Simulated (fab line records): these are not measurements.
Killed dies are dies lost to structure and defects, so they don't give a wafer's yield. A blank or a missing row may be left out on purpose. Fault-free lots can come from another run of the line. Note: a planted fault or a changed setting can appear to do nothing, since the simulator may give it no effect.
Problem report in the 8D (eight disciplines) form, filled by code | flow sfq line | the parts of the form that need people (team, actions taken, sign-off) are left out

## 1. WHAT IS WRONG
Wafers free of any fault read 1.053 ohm/sq (standard deviation 0.015) for JJ_NB_RS at SFQ_JJ_RS_MEAS_929, against a mean of 1.409 ohm/sq on 5 wafers of 2 lots. That puts it +24 standard deviations away from the usual mean.
The step: measures by four-point-probe.
First observed at day 44 07:35: wafer L805.2, on film metro-04. Wafers with a number at this step in the record: 42, from 14 lots. Rule for "out", or "out of limits": more than 4 standard deviations from the usual mean. All remaining wafers that have a number are taken as sound.

## 2. WHAT IT IS, AND WHAT IT ISN'T
question                    | is                                     | is not
which readings at this step | JJ_NB_RS                               | -
which lots                  | L805, L808                             | L796, L797, L804, L810, L811, L812, L813, L814, L815, L816, L817, L819
which wafers of those lots  | L805.2, L805.6, L808.2, L808.3, L808.6 | L805.1
read on which gauges        | film metro-03, film metro-04           | film metro-02
when                        | from day 44 07:35                      | up to then (10 sound wafers); but 27 sound wafers of L810, L811, L812, L813, L814, L815, L816, L817, L819 came after

## 3. WHAT RULES OUT EACH SUSPECT
Counting: if a tool at a process step up to the reading ran every lot that is out, it stays a suspect. Sound lots after the first of them don't rule it out here, since some wafers of a struck lot are sound.
- the gauge at SFQ_JJ_RS_MEAS_929 has been ruled out. 2 gauges (film metro-03, film metro-04) read the wafers that are out.
- pecvd-03 at SFQ_TRILAYER_I4_DEP_PECVD_099 (deposits SiO2 from SiH4/N2O, time 111.11 s, target thk 500 nm): kept. It processed each lot that is out (first: L805, day 38 22:55); up to then, its last sound lot is L804 (day 38 16:54).
- pvd sputter-03 at SFQ_TRILAYER_JJ_TRILAYER_DEP_SPUTTER_112 (material Nb, target thk 170 nm, time 113.3 s): kept. It processed each lot that is out (first: L805, day 44 07:31); up to then, its last sound lot is L804 (day 43 23:08).
Remaining after the count are pecvd-03 at SFQ_TRILAYER_I4_DEP_PECVD_099 and pvd sputter-03 at SFQ_TRILAYER_JJ_TRILAYER_DEP_SPUTTER_112.

## 4. THE CAUSE (what the simulator had put in)
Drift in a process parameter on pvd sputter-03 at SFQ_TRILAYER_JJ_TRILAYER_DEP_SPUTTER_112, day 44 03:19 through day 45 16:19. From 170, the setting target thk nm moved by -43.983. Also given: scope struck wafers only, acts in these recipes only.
This tool is one of the 2 suspects left after counting.

## 5. THE EFFECT CHAIN, in route order
Rows list readings where the struck wafers' mean (over those with a number) sits beyond 3 standard deviations from the usual. Only readings for which the record gives a usual standard deviation are gone through. hours: the time from each lot's start at the first step in this table that gives one to its start at this step, as a median over the lots. sigmas: the change in usual standard deviations.
hours | step                            | reading        | usual        | on struck wafers | change | sigmas
0     | SFQ_JJ_RS_MEAS_929              | JJ_NB_RS       | 1.053 ohm/sq | 1.409            | +0.356 | +24
74    | SFQ_TRILAYER_JJ_CE_ETCH_RIE_118 | oes product au | 0.983 a.u.   | 0.842            | -0.141 | -14
Its process steps:
- SFQ_TRILAYER_JJ_CE_ETCH_RIE_118: chemistry SF6, target Nb, stops on Al2O3, time 97.7 s, target depth 170 nm.

## 6. HOW IT WOULD HAVE BEEN CAUGHT EARLIER
In this record the first reading out of limits at a measuring or inspecting step was taken at day 44 07:35, 4 hours after the fault began at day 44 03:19.
An alarm limit of 4 standard deviations would not have fired on the tool readings at SFQ_TRILAYER_JJ_TRILAYER_DEP_SPUTTER_112 for which the record gives a usual standard deviation, since none of them was out on any struck wafer.
Among the 2 lots that are out, L808 began SFQ_TRILAYER_JJ_TRILAYER_DEP_SPUTTER_112 on pvd sputter-03 after day 44 07:35. A hold on the tool at that time would have spared it.
